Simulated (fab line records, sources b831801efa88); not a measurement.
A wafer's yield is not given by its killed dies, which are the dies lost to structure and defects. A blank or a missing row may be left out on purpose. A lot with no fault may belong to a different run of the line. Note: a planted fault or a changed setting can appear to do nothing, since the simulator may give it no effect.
fab line records + flow sky130
record
- lots=5
- wafers=15
- last_day=48
route steps=708 shown METAL2@485 PAD_OPEN@708
lots with no fault: from the same line, run without faults
start_h: the number of hours between the record's first day and the start of the first shown wafer of the lot + wait_h: time in hours since the lot's previous step + " as in the row above + L1.1+2: one row covering several wafers at once + - no value present, or no start provided + * or withheld: withheld + < > ~ a bound
route shown NAME@n: names a module that has steps shown in the file, with the first one's number in the route + usual: the fault-free wafers' mean and standard deviation + same: alike in all rows + chamber/n: place in a boat + sites: the reading at each site + _std_site: their standard deviation + _edge_site: inner sites' mean taken away from outer sites' mean + radius_mm: how far each site lies from the wafer's centre + mask NAME#n: copy n + behind: the most recent tool/chamber to have shaped the wafer + hold: why the lot went on hold/how many hours it stayed there/how the hold came to an end + device: the transistor (n, p or np) that didn't switch + end of line: at the end of the route, the tests of the same wafers + where a step has no rows: the recipe by itself + killed: not the wafer's yield, but the dies lost to structure and defects at the first sort + map: dies across one wafer; x = killed, . = not, _ = none there
set.NAME: the run value of the setting; set.NAME@STEP: its run value at that earlier step + model.NAME: the simulator's own value behind a step, which no gauge read
lots seen at some steps along the route; tables by step, rows by wafer
services: the hour from which a tool's chamber was out of use, counted from the record's first day as start_h (under 0 if before that day), plus the number of hours and why
## steps
# step SKY_METAL2_SPUTTER_02
# recipe
- material=AlCu
- target_thk_nm=250
- power_w=10600
- time_s=13.3
- chamber_pressure_pa=0.4
# usual
- chamber_pressure_pa=0.3999/0.00085
- throttle_valve_pct=30.0/1.2
| lot.wafer | tool           | chamber | start_h | wait_h | chamber_pressure_pa | throttle_valve_pct |
|-----------|----------------|---------|---------|--------|---------------------|--------------------|
| L431.1    | pvd_sputter-03 | -       | 836.83  | 0.0    | 0.4020              | 29.2               |
| L431.4    | "              | -       | "       | "      | 0.4004              | 30.9               |
| L431.6    | "              | -       | "       | "      | 0.4012              | 28.8               |
| L437.2    | pvd_sputter-04 | -       | 848.51  | 0.0    | 0.3998              | 30.4               |
| L437.3    | "              | -       | "       | "      | 0.3998              | 32.3               |
| L437.4    | "              | -       | "       | "      | 0.4000              | 31.4               |
| L441.1    | pvd_sputter-02 | -       | 894.91  | 0.0    | 0.3999              | 28.7               |
| L441.2    | "              | -       | "       | "      | 0.3996              | 31.4               |
| L441.3    | "              | -       | "       | "      | 0.3996              | 29.7               |
| L442.4    | pvd_sputter-04 | -       | 898.10  | 0.0    | 0.4002              | 28.6               |
| L442.5    | "              | -       | "       | "      | 0.3995              | 31.3               |
| L442.6    | "              | -       | "       | "      | 0.3998              | 30.6               |
| L443.1    | pvd_sputter-04 | -       | 900.65  | 0.0    | 0.3999              | 31.3               |
| L443.2    | "              | -       | "       | "      | 0.3996              | 32.5               |
| L443.3    | "              | -       | "       | "      | 0.4001              | 28.5               |
# step SKY_METAL2_SPUTTER_03
# recipe
- material=Ti
- target_thk_nm=5
- power_w=3000
- time_s=3.3
- chamber_pressure_pa=0.4
# usual
- chamber_pressure_pa=0.4000/0.00087
- throttle_valve_pct=30.0/1.2
| lot.wafer | tool           | chamber | start_h | wait_h | chamber_pressure_pa | throttle_valve_pct |
|-----------|----------------|---------|---------|--------|---------------------|--------------------|
| L431.1    | pvd_sputter-03 | -       | 836.85  | 0.0    | 0.3996              | 29.4               |
| L431.4    | "              | -       | "       | "      | 0.4008              | 30.5               |
| L431.6    | "              | -       | "       | "      | 0.4001              | 28.8               |
| L437.2    | pvd_sputter-04 | -       | 848.53  | 0.0    | 0.4019              | 30.6               |
| L437.3    | "              | -       | "       | "      | 0.4000              | 32.7               |
| L437.4    | "              | -       | "       | "      | 0.4004              | 31.5               |
| L441.1    | pvd_sputter-02 | -       | 894.93  | 0.0    | 0.4001              | 28.4               |
| L441.2    | "              | -       | "       | "      | 0.4005              | 31.6               |
| L441.3    | "              | -       | "       | "      | 0.3999              | 29.8               |
| L442.4    | pvd_sputter-04 | -       | 898.12  | 0.0    | 0.3993              | 28.4               |
| L442.5    | "              | -       | "       | "      | 0.4016              | 31.2               |
| L442.6    | "              | -       | "       | "      | 0.4003              | 30.2               |
| L443.1    | pvd_sputter-04 | -       | 900.68  | 0.0    | 0.3995              | 31.2               |
| L443.2    | "              | -       | "       | "      | 0.4008              | 32.5               |
| L443.3    | "              | -       | "       | "      | 0.3993              | 28.8               |
# step SKY_METAL2_SPUTTER_04
# recipe
- material=TiN
- target_thk_nm=70
- power_w=6500
- time_s=58.3
- chamber_pressure_pa=0.4
# usual
- chamber_pressure_pa=0.4000/0.00089
- throttle_valve_pct=30.0/1.2
| lot.wafer | tool           | chamber | start_h | wait_h | chamber_pressure_pa | throttle_valve_pct |
|-----------|----------------|---------|---------|--------|---------------------|--------------------|
| L431.1    | pvd_sputter-03 | -       | 836.87  | 0.0    | 0.3997              | 29.3               |
| L431.4    | "              | -       | "       | "      | 0.4001              | 30.8               |
| L431.6    | "              | -       | "       | "      | 0.4021              | 28.7               |
| L437.2    | pvd_sputter-04 | -       | 848.55  | 0.0    | 0.3991              | 30.2               |
| L437.3    | "              | -       | "       | "      | 0.4003              | 32.6               |
| L437.4    | "              | -       | "       | "      | 0.4004              | 31.2               |
| L441.1    | pvd_sputter-02 | -       | 894.95  | 0.0    | 0.3999              | 28.6               |
| L441.2    | "              | -       | "       | "      | 0.3997              | 31.3               |
| L441.3    | "              | -       | "       | "      | 0.3994              | 29.5               |
| L442.4    | pvd_sputter-04 | -       | 898.14  | 0.0    | 0.4011              | 28.7               |
| L442.5    | "              | -       | "       | "      | 0.3999              | 31.3               |
| L442.6    | "              | -       | "       | "      | 0.4003              | 30.2               |
| L443.1    | pvd_sputter-04 | -       | 900.70  | 0.0    | 0.3995              | 31.5               |
| L443.2    | "              | -       | "       | "      | 0.3985              | 32.4               |
| L443.3    | "              | -       | "       | "      | 0.4000              | 28.7               |
# step SKY_METAL2_RS_MEAS_05
# recipe
- thk_meas_gauge=four-point-probe
- reads=TiN_of_METAL2_SPUTTER_04+Ti_of_METAL2_SPUTTER_03+AlCu_of_METAL2_SPUTTER_02+TiN_of_METAL2_SPUTTER_01+Ti_of_METAL2_SPUTTER_00
# usual
- METAL2_ALCU_RS=0.1268/0.0016
| lot.wafer | tool          | chamber | start_h | wait_h | METAL2_ALCU_RS[ohm/sq] |
|-----------|---------------|---------|---------|--------|------------------------|
| L431.1    | film_metro-02 | -       | 836.92  | 0.0    | 0.1265                 |
| L431.4    | "             | -       | "       | "      | 0.1242                 |
| L431.6    | "             | -       | "       | "      | 0.1263                 |
| L437.2    | film_metro-01 | -       | 848.62  | 0.0    | 0.1269                 |
| L437.3    | "             | -       | "       | "      | 0.1285                 |
| L437.4    | "             | -       | "       | "      | 0.1275                 |
| L441.1    | film_metro-04 | -       | 895.00  | 0.0    | 0.1266                 |
| L441.2    | "             | -       | "       | "      | 0.1264                 |
| L441.3    | "             | -       | "       | "      | 0.1258                 |
| L442.4    | film_metro-02 | -       | 898.25  | 0.1    | 0.1249                 |
| L442.5    | "             | -       | "       | "      | 0.1247                 |
| L442.6    | "             | -       | "       | "      | 0.1244                 |
| L443.1    | film_metro-04 | -       | 900.75  | 0.0    | 0.1264                 |
| L443.2    | "             | -       | "       | "      | 0.1274                 |
| L443.3    | "             | -       | "       | "      | 0.1276                 |
# step SKY_METAL2_THK_MEAS_06
# recipe
- thk_meas_gauge=xrf
- reads=AlCu_of_METAL2_SPUTTER_02
# usual
- METAL2_ALCU_THK=250/3.7
| lot.wafer | tool          | chamber | start_h | wait_h | METAL2_ALCU_THK[nm] |
|-----------|---------------|---------|---------|--------|---------------------|
| L431.1    | film_metro-02 | -       | 837.04  | 0.1    | 247                 |
| L431.4    | "             | -       | "       | "      | 254                 |
| L431.6    | "             | -       | "       | "      | 250                 |
| L437.2    | film_metro-01 | -       | 848.73  | 0.1    | 250                 |
| L437.3    | "             | -       | "       | "      | 247                 |
| L437.4    | "             | -       | "       | "      | 250                 |
| L441.1    | film_metro-04 | -       | 895.12  | 0.1    | 250                 |
| L441.2    | "             | -       | "       | "      | 251                 |
| L441.3    | "             | -       | "       | "      | 250                 |
| L442.4    | film_metro-02 | -       | 898.34  | 0.1    | 253                 |
| L442.5    | "             | -       | "       | "      | 252                 |
| L442.6    | "             | -       | "       | "      | 255                 |
| L443.1    | film_metro-04 | -       | 900.87  | 0.1    | 251                 |
| L443.2    | "             | -       | "       | "      | 247                 |
| L443.3    | "             | -       | "       | "      | 250                 |
# step SKY_METAL2_DEHYDRATE_07
# recipe
- temp_c=200
- time_s=60
# step SKY_METAL2_HMDS_08
# recipe
- prime_time_s=60
- prime_temp_c=120
# step SKY_METAL2_COAT_09
# recipe
- resist=BARC
- temp_c=withheld
- time_s=withheld
- spin_rpm=3000
- resist_thk_nm=60
# step SKY_METAL2_COAT_10
# recipe
- resist=KrF-thick
- spin_rpm=3000
- resist_thk_nm=450
# step SKY_METAL2_SOFTBAKE_11
# recipe
- temp_c=100
- time_s=90
- resist=KrF-thick
# step SKY_METAL2_EXPOSE_12
# recipe
- mask_id=MM2
- na=0.8
- source_shape=annular
- sigma_inner=0.55
- sigma_outer=0.85
- target_cd_nm=140
- dose_mj=28
# step SKY_METAL2_PEB_13
# recipe
- peb_temp_c=withheld
- peb_time_s=withheld
- resist=KrF-thick
# step SKY_METAL2_DEVELOP_14
# recipe
- develop_time_s=60
- resist=KrF-thick
- dev_temp_c=21
| lot.wafer  | tool           | chamber | start_h | wait_h |
|------------|----------------|---------|---------|--------|
| L431.1+4+6 | litho_track-04 | 0       | 862     | -      |
| L437.2+3+4 | litho_track-01 | 0       | 875     | -      |
| L441.1+2+3 | litho_track-04 | 0       | 919     | -      |
| L442.4+5+6 | litho_track-01 | 0       | 922     | -      |
| L443.1+2+3 | litho_track-04 | 0       | 924     | -      |
# step SKY_METAL2_CD_MEAS_15
# recipe
- target_cd_nm=140
# usual
- cd_nm=140.4/1.3
| lot.wafer | tool      | chamber | start_h | wait_h | cd_nm |
|-----------|-----------|---------|---------|--------|-------|
| L431.1    | cd_sem-02 | -       | 862.76  | -      | 143.0 |
| L431.4    | "         | -       | "       | "      | 143.1 |
| L431.6    | "         | -       | "       | "      | 142.6 |
| L437.2    | cd_sem-01 | -       | 875.58  | -      | 139.8 |
| L437.3    | "         | -       | "       | "      | 139.0 |
| L437.4    | "         | -       | "       | "      | 138.3 |
| L441.1    | cd_sem-02 | -       | 919.76  | -      | 139.9 |
| L441.2    | "         | -       | "       | "      | 140.2 |
| L441.3    | "         | -       | "       | "      | 139.7 |
| L442.4    | cd_sem-01 | -       | 922.27  | -      | 141.5 |
| L442.5    | "         | -       | "       | "      | 136.5 |
| L442.6    | "         | -       | "       | "      | 140.2 |
| L443.1    | cd_sem-02 | -       | 924.86  | -      | 140.9 |
| L443.2    | "         | -       | "       | "      | 140.5 |
| L443.3    | "         | -       | "       | "      | 140.2 |
# step SKY_METAL2_OVL_MEAS_16
# usual
- METAL2_OVL=-6/5.2
| lot.wafer | tool       | chamber | start_h | wait_h | METAL2_OVL[nm] |
|-----------|------------|---------|---------|--------|----------------|
| L431.1    | overlay-02 | -       | 862.88  | 0.1    | -2             |
| L431.4    | "          | -       | "       | "      | 0              |
| L431.6    | "          | -       | "       | "      | -9             |
| L437.2    | overlay-01 | -       | 875.68  | 0.1    | -5             |
| L437.3    | "          | -       | "       | "      | -6             |
| L437.4    | "          | -       | "       | "      | -7             |
| L441.1    | overlay-02 | -       | 919.88  | 0.1    | -5             |
| L441.2    | "          | -       | "       | "      | 1              |
| L441.3    | "          | -       | "       | "      | -1             |
| L442.4    | overlay-02 | -       | 922.34  | 0.1    | -11            |
| L442.5    | "          | -       | "       | "      | -6             |
| L442.6    | "          | -       | "       | "      | -12            |
| L443.1    | overlay-02 | -       | 924.98  | 0.1    | -12            |
| L443.2    | "          | -       | "       | "      | -13            |
| L443.3    | "          | -       | "       | "      | -16            |
# step SKY_METAL2_DESCUM_17
# recipe
- chemistry=O2
- source_power_w=150
- bias_power_w=0
- pressure_mtorr=10
- temp_c=40
- time_s=8
# usual
- drypump_motor_current_A=5.7/0.5
- oes_product_au=0.999/0.0089
| lot.wafer | tool         | chamber | start_h | wait_h | drypump_motor_current_A | oes_product_au | rf_hours_counter_h | model.METAL2.cd_nm |
|-----------|--------------|---------|---------|--------|-------------------------|----------------|--------------------|--------------------|
| L431.1    | rie_metal-02 | 1       | 862.91  | 0.0    | 6.2                     | 0.999          | 2                  | 141.8              |
| L431.4    | "            | 1       | "       | "      | 6.2                     | 1.012          | -                  | 143                |
| L431.6    | "            | 1       | "       | "      | 6.2                     | 1.014          | -                  | 142.5              |
| L437.2    | rie_metal-02 | 1       | 875.71  | 0.0    | 6.2                     | 1.005          | 2                  | 139.3              |
| L437.3    | "            | 1       | "       | "      | 6.2                     | 0.993          | -                  | 138.5              |
| L437.4    | "            | 0       | "       | "      | 5.7                     | 1.007          | -                  | 138                |
| L441.1    | rie_metal-04 | 1       | 919.91  | 0.0    | 5.4                     | 0.989          | 11                 | 140.1              |
| L441.2    | "            | 1       | "       | "      | 5.3                     | 0.997          | -                  | 140.4              |
| L441.3    | "            | 1       | "       | "      | 5.3                     | 0.993          | -                  | 139.7              |
| L442.4    | rie_metal-04 | 1       | 922.39  | 0.0    | 5.3                     | 0.998          | -                  | 141.8              |
| L442.5    | "            | 1       | "       | "      | 5.4                     | 0.993          | -                  | 136                |
| L442.6    | "            | 1       | "       | "      | 5.3                     | 1.002          | -                  | 140.1              |
| L443.1    | rie_metal-04 | 1       | 925.01  | 0.0    | 5.4                     | 0.988          | 12                 | 141.2              |
| L443.2    | "            | 1       | "       | "      | 5.4                     | 0.986          | -                  | 140.4              |
| L443.3    | "            | 1       | "       | "      | 5.4                     | 0.989          | -                  | 140.7              |
# step SKY_METAL2_ETCH_18
# recipe
- chemistry=N2/H2
- target=BARC
- ion_energy_ev=200
- bias_w=100
- pressure_mtorr=30
- n2_flow_sccm=100
- h2_flow_sccm=200
- icp_w=500
- stop_on=SiO2
- time_s=45.9
- target_depth_a=600
# usual
- drypump_motor_current_A=5.8/0.5
- oes_product_au=0.855/0.0047
- throttle_valve_pct=13.225/0.0094
| lot.wafer | tool         | chamber | start_h | wait_h | drypump_motor_current_A | oes_product_au | rf_hours_counter_h | throttle_valve_pct |
|-----------|--------------|---------|---------|--------|-------------------------|----------------|--------------------|--------------------|
| L431.1    | rie_metal-02 | 1       | 862.95  | 0.0    | 6.2                     | 0.853          | 2                  | 13.216             |
| L431.4    | "            | 1       | "       | "      | 6.2                     | 0.855          | -                  | 13.219             |
| L431.6    | "            | 1       | "       | "      | 6.3                     | 0.847          | -                  | 13.231             |
| L437.2    | rie_metal-02 | 1       | 875.74  | 0.0    | 6.3                     | 0.853          | 2                  | 13.217             |
| L437.3    | "            | 1       | "       | "      | 6.2                     | 0.857          | -                  | 13.226             |
| L437.4    | "            | 0       | "       | "      | 5.7                     | 0.862          | -                  | 13.228             |
| L441.1    | rie_metal-04 | 1       | 919.98  | 0.1    | 5.3                     | 0.865          | 11                 | 13.228             |
| L441.2    | "            | 1       | "       | "      | 5.3                     | 0.853          | -                  | 13.212             |
| L441.3    | "            | 1       | "       | "      | 5.4                     | 0.849          | -                  | 13.240             |
| L442.4    | rie_metal-04 | 1       | 922.49  | 0.1    | 5.4                     | 0.854          | -                  | 13.211             |
| L442.5    | "            | 1       | "       | "      | 5.4                     | 0.852          | -                  | 13.226             |
| L442.6    | "            | 1       | "       | "      | 5.3                     | 0.854          | -                  | 13.231             |
| L443.1    | rie_metal-04 | 1       | 925.08  | 0.1    | 5.3                     | 0.851          | 12                 | 13.236             |
| L443.2    | "            | 1       | "       | "      | 5.3                     | 0.846          | -                  | 13.205             |
| L443.3    | "            | 1       | "       | "      | 5.4                     | 0.853          | -                  | 13.248             |
# step SKY_METAL2_METAL_ETCH_19
# recipe
- target_depth_a=3600
- stop_on=SiO2
- over_etch_frac=0.3
- time_s=78
- chemistry=Cl2/BCl3
- resist_sidewall_deg=88
- pressure_mtorr=10
- icp_w=900
- bias_w=48.5
- Cl2_flow_sccm=60
- bcl3_flow_sccm=30
# usual
- drypump_motor_current_A=5.7/0.5
- mfc_cl2_sccm=60.00/0.19
- oes_product_au=0.855/0.0063
- throttle_valve_pct=22.264/0.0091
| lot.wafer | tool         | chamber | start_h | wait_h | drypump_motor_current_A | mfc_cl2_sccm | oes_product_au | rf_hours_counter_h | throttle_valve_pct | model.METAL2.cd_nm |
|-----------|--------------|---------|---------|--------|-------------------------|--------------|----------------|--------------------|--------------------|--------------------|
| L431.1    | rie_metal-02 | 1       | 863.01  | 0.0    | 6.2                     | 60.03        | 0.852          | 2                  | 22.279             | 143.5              |
| L431.4    | "            | 1       | "       | "      | 6.2                     | 60.11        | 0.864          | -                  | 22.264             | 144.1              |
| L431.6    | "            | 1       | "       | "      | 6.2                     | 60.05        | 0.849          | -                  | 22.286             | 144.2              |
| L437.2    | rie_metal-02 | 1       | 875.81  | 0.0    | 6.2                     | 60.08        | 0.856          | 2                  | 22.266             | 139                |
| L437.3    | "            | 1       | "       | "      | 6.2                     | 59.96        | 0.857          | -                  | 22.270             | 138.2              |
| L437.4    | "            | 0       | "       | "      | 5.7                     | 60.00        | 0.853          | -                  | 22.271             | 136.6              |
| L441.1    | rie_metal-04 | 1       | 920.10  | 0.1    | 5.3                     | 59.79        | 0.856          | 11                 | 22.261             | 137.5              |
| L441.2    | "            | 1       | "       | "      | 5.3                     | 59.99        | 0.861          | -                  | 22.254             | 138.2              |
| L441.3    | "            | 1       | "       | "      | 5.3                     | 59.93        | 0.854          | -                  | 22.274             | 137.1              |
| L442.4    | rie_metal-04 | 1       | 922.64  | 0.1    | 5.3                     | 60.37        | 0.868          | -                  | 22.272             | 140.1              |
| L442.5    | "            | 1       | "       | "      | 5.3                     | 60.37        | 0.866          | -                  | 22.255             | 135.3              |
| L442.6    | "            | 1       | "       | "      | 5.4                     | 60.05        | 0.865          | -                  | 22.260             | 136.9              |
| L443.1    | rie_metal-04 | 1       | 925.20  | 0.1    | 5.3                     | 59.95        | 0.856          | 12                 | 22.288             | 141.6              |
| L443.2    | "            | 1       | "       | "      | 5.3                     | 60.14        | 0.855          | -                  | 22.276             | 139.3              |
| L443.3    | "            | 1       | "       | "      | 5.3                     | 60.03        | 0.846          | -                  | 22.274             | 140.7              |
# step SKY_METAL2_STRIP_20
# recipe
- chemistry=O2/N2
- power_w=1400
- pressure_mtorr=1500
- platen_temp_c=withheld
- o2_flow_sccm=3000
- n2_flow_sccm=300
- overash_fraction=0.5
# usual
- drypump_motor_current_A=5.7/0.53
- oes_product_au=0.344/0.0046
- strip_time_to_endpoint_s=2.71/0.038
| lot.wafer | tool            | chamber | start_h | wait_h | drypump_motor_current_A | oes_product_au | rf_hours_counter_h | strip_time_to_endpoint_s |
|-----------|-----------------|---------|---------|--------|-------------------------|----------------|--------------------|--------------------------|
| L431.1    | plasma_asher-04 | 0       | 863.10  | 0.1    | 6.2                     | 0.338          | 106                | 2.69                     |
| L431.4    | "               | 0       | "       | "      | 6.1                     | 0.338          | -                  | 2.68                     |
| L431.6    | "               | 0       | "       | "      | 6.1                     | 0.337          | -                  | 2.69                     |
| L437.2    | plasma_asher-03 | 0       | 875.90  | 0.1    | 5.2                     | 0.344          | 74                 | 2.67                     |
| L437.3    | "               | 0       | "       | "      | 5.2                     | 0.342          | -                  | 2.66                     |
| L437.4    | "               | 1       | "       | "      | 6.5                     | 0.341          | -                  | 2.64                     |
| L441.1    | plasma_asher-04 | 0       | 920.28  | 0.1    | 6.1                     | 0.350          | 112                | 2.71                     |
| L441.2    | "               | 1       | "       | "      | 5.1                     | 0.338          | 112                | 2.71                     |
| L441.3    | "               | 1       | "       | "      | 5.1                     | 0.344          | -                  | 2.71                     |
| L442.4    | plasma_asher-02 | 1       | 922.76  | 0.1    | 5.1                     | 0.347          | -                  | 2.73                     |
| L442.5    | "               | 1       | "       | "      | 5.1                     | 0.341          | -                  | 2.73                     |
| L442.6    | "               | 0       | "       | "      | 6.1                     | 0.343          | -                  | 2.73                     |
| L443.1    | plasma_asher-02 | 0       | 925.38  | 0.1    | 6.1                     | 0.350          | 49                 | 2.76                     |
| L443.2    | "               | 1       | "       | "      | 5.1                     | 0.351          | 49                 | 2.74                     |
| L443.3    | "               | 1       | "       | "      | 5.1                     | 0.344          | -                  | 2.72                     |
# step SKY_PAD_OPEN_PROBE_99
# usual
- defect_limited_yield=82.7/2.1
- killed_at_M0_to_M3=43/7.2
- killed_at_M4_up=3.3/1.8
- killed_at_contacts=23/5.5
- killed_at_front_end=16/5.1
- killed_at_other=0.4/0.65
- killed_dies=85/10
- killed_open=46/7.1
- killed_short=38/7.2
- sort_bin_3_pad_short=0.9/0.41
- sort_bin_5_function=10.2/1.5
- sort_bin_6_memory=6.2/1.1
- sort_n_pass=407/10
- sort_yield_pct=82.7/2.1
# same
- gross_dies=492
- killed_at_back_side=0
- sort_bin_4_leakage[%]=0
- sort_bin_8_speed[%]=0
| lot.wafer | tool      | chamber | start_h | wait_h | defect_limited_yield[%] | killed_at_M0_to_M3 | killed_at_M4_up | killed_at_contacts | killed_at_front_end | killed_at_other | killed_dies | killed_open | killed_short | sort_bin_3_pad_short[%] | sort_bin_5_function[%] | sort_bin_6_memory[%] | sort_n_pass | sort_yield_pct[%] |
|-----------|-----------|---------|---------|--------|-------------------------|--------------------|-----------------|--------------------|---------------------|-----------------|-------------|-------------|--------------|-------------------------|------------------------|----------------------|-------------|-------------------|
| L437.2    | prober-01 | -       | 1118.38 | 0.1    | 82.1                    | 40                 | 6               | 23                 | 19                  | 0               | 88          | 44          | 44           | 0.4                     | 10.0                   | 7.5                  | 404         | 82.1              |
| L437.3    | prober-01 | -       | 1118.43 | 0.2    | 83.1                    | 47                 | 1               | 21                 | 13                  | 1               | 83          | 49          | 34           | 0.6                     | 9.8                    | 6.5                  | 409         | 83.1              |
| L437.4    | prober-01 | -       | 1118.48 | 0.2    | 81.7                    | 41                 | 6               | 24                 | 18                  | 1               | 90          | 60          | 29           | 0.4                     | 12.0                   | 5.9                  | 402         | 81.7              |
| L441.1    | prober-01 | -       | 1150.37 | 0.1    | 82.7                    | 39                 | 3               | 19                 | 24                  | 0               | 85          | 48          | 37           | 1.2                     | 10.6                   | 5.5                  | 407         | 82.7              |
| L442.4    | prober-02 | -       | 1153.88 | 0.2    | 80.7                    | 44                 | 3               | 28                 | 18                  | 2               | 95          | 50          | 42           | 0.6                     | 11.2                   | 7.5                  | 397         | 80.7              |
| L442.5    | prober-02 | -       | 1153.93 | 0.2    | 79.3                    | 47                 | 4               | 26                 | 23                  | 2               | 102         | 52          | 48           | 1.6                     | 10.6                   | 8.5                  | 390         | 79.3              |
| L442.6    | prober-02 | -       | 1153.98 | 0.2    | 82.1                    | 35                 | 5               | 24                 | 23                  | 1               | 88          | 36          | 49           | 1.2                     | 11.4                   | 5.3                  | 404         | 82.1              |
| L443.1    | prober-01 | -       | 1155.79 | 0.1    | 80.5                    | 53                 | 2               | 26                 | 14                  | 1               | 96          | 55          | 41           | 0.4                     | 12.2                   | 6.9                  | 396         | 80.5              |
| L443.2    | prober-01 | -       | 1155.84 | 0.1    | 80.9                    | 54                 | 2               | 22                 | 15                  | 1               | 94          | 53          | 40           | 1.0                     | 11.8                   | 6.3                  | 398         | 80.9              |
| L443.3    | prober-01 | -       | 1155.89 | 0.2    | 84.3                    | 38                 | 4               | 20                 | 15                  | 0               | 77          | 47          | 30           | 0.2                     | 8.5                    | 6.9                  | 415         | 84.3              |
# killed by level:class
L437.2 METAL1:geometric_particle:short=9 VIA1:geometric_particle:open=8 POLY_GATE:geometric_particle:short=7 CONTACT:geometric_particle:short=7 CONTACT:geometric_particle:open=7 LI_CONTACT:geometric_particle:open=5 VIA2:geometric_particle:open=5 FIELD_ISO:geometric_particle:open=4
L437.3 VIA1:geometric_particle:open=14 CONTACT:geometric_particle:open=10 CONTACT:geometric_particle:short=7 POLY_GATE:geometric_particle:open=6 VIA2:geometric_particle:open=6 VIA3:geometric_particle:open=6 METAL1:geometric_particle:short=4 VIA1:geometric_particle:short=4
L437.4 CONTACT:geometric_particle:open=13 VIA1:geometric_particle:open=11 POLY_GATE:geometric_particle:open=6 VIA2:geometric_particle:open=6 POLY_GATE:geometric_particle:short=5 LI_CONTACT:geometric_particle:open=5 VIA3:geometric_particle:open=5 CONTACT:geometric_particle:short=4
L441.1 FIELD_ISO:geometric_particle:open=10 FIELD_ISO:geometric_particle:short=9 VIA1:geometric_particle:open=6 CONTACT:geometric_particle:open=6 VIA2:geometric_particle:open=6 METAL1:geometric_particle:short=5 VIA3:geometric_particle:open=5 LI_CONTACT:geometric_particle:open=4
L442.4 LI_CONTACT:geometric_particle:open=10 VIA2:geometric_particle:open=10 CONTACT:geometric_particle:open=7 CONTACT:geometric_particle:short=7 METAL1:geometric_particle:short=6 METAL2:geometric_particle:short=6 FIELD_ISO:geometric_particle:open=5 VIA1:geometric_particle:open=5
L442.5 VIA2:geometric_particle:open=10 LI_CONTACT:geometric_particle:open=8 VIA1:geometric_particle:open=8 POLY_GATE:geometric_particle:open=7 VIA1:geometric_particle:short=7 CONTACT:geometric_particle:short=6 FIELD_ISO:geometric_particle:open=5 LOCAL_INTERCONNECT:geometric_particle:short=5
L442.6 CONTACT:geometric_particle:open=8 POLY_GATE:geometric_particle:short=7 LOCAL_INTERCONNECT:geometric_particle:short=7 POLY_GATE:geometric_particle:open=6 VIA1:geometric_particle:short=6 VIA1:geometric_particle:open=6 VIA2:geometric_particle:open=6 FIELD_ISO:geometric_particle:short=5
L443.1 VIA1:geometric_particle:open=17 VIA3:geometric_particle:open=12 CONTACT:geometric_particle:short=10 CONTACT:geometric_particle:open=9 FIELD_ISO:geometric_particle:short=5 METAL1:geometric_particle:short=5 FIELD_ISO:geometric_particle:open=4 VIA2:geometric_particle:open=4
L443.2 CONTACT:geometric_particle:open=11 METAL1:geometric_particle:short=10 VIA1:geometric_particle:open=10 VIA1:geometric_particle:short=8 VIA3:geometric_particle:open=7 FIELD_ISO:geometric_particle:open=5 LI_CONTACT:geometric_particle:open=5 METAL3:geometric_particle:short=4
L443.3 CONTACT:geometric_particle:open=11 METAL2:geometric_particle:short=8 VIA1:geometric_particle:open=7 VIA3:geometric_particle:open=7 FIELD_ISO:geometric_particle:open=6 LI_CONTACT:geometric_particle:open=6 VIA3:geometric_particle:short=3 POLY_GATE:geometric_particle:open=3
## services
| tool            | chamber | start_h | hours | kind           |
|-----------------|---------|---------|-------|----------------|
| rie_metal-04    | -       | 832.26  | 0.5   | repair         |
| pvd_sputter-03  | -       | 845.99  | 1.8   | repair         |
| plasma_asher-04 | -       | 846.12  | 0.6   | repair         |
| pvd_sputter-04  | -       | 849.94  | 0.6   | repair         |
| pvd_sputter-03  | -       | 860.65  | 6.5   | repair         |
| pvd_sputter-02  | -       | 874.80  | 1.0   | repair         |
| plasma_asher-02 | -       | 895.01  | 2.8   | pm             |
| pvd_sputter-03  | -       | 915.60  | 8.7   | repair         |
| rie_metal-04    | 0       | 917.64  | -     | clean          |
| rie_metal-04    | 0       | 917.64  | 19.2  | scheduled_down |
| rie_metal-04    | 0       | 917.64  | 19.2  | vent_cycle     |
| plasma_asher-02 | -       | 918.88  | 0.4   | repair         |
## key
first_sign
- step=SKY_METAL2_CD_MEAS_15
- reading=cd_nm
- direction=down
- sigmas=3.1
- usual=140.4
- struck=136.5
effect none on later readings
model_effect
- step=SKY_METAL2_DESCUM_17
- value=METAL2.cd_nm
- without=140
- struck=136
model_effect
- step=SKY_METAL2_METAL_ETCH_19
- value=METAL2.cd_nm
- without=139.3
- struck=135.3
met_at SKY_METAL2_DEVELOP_14
struck_wafers L442.5
onset_between 875 922
fault
- kind=process_parameter_drift
- tool=litho_track-01
- chamber=-
- onset_h=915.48
- steps=SKY_METAL2_DEVELOP_14
- channel=develop_time_s
- offset=*
- shape=step
- end_h=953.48
- scope=struck_wafers_only
- acts_in=*
- stated=*
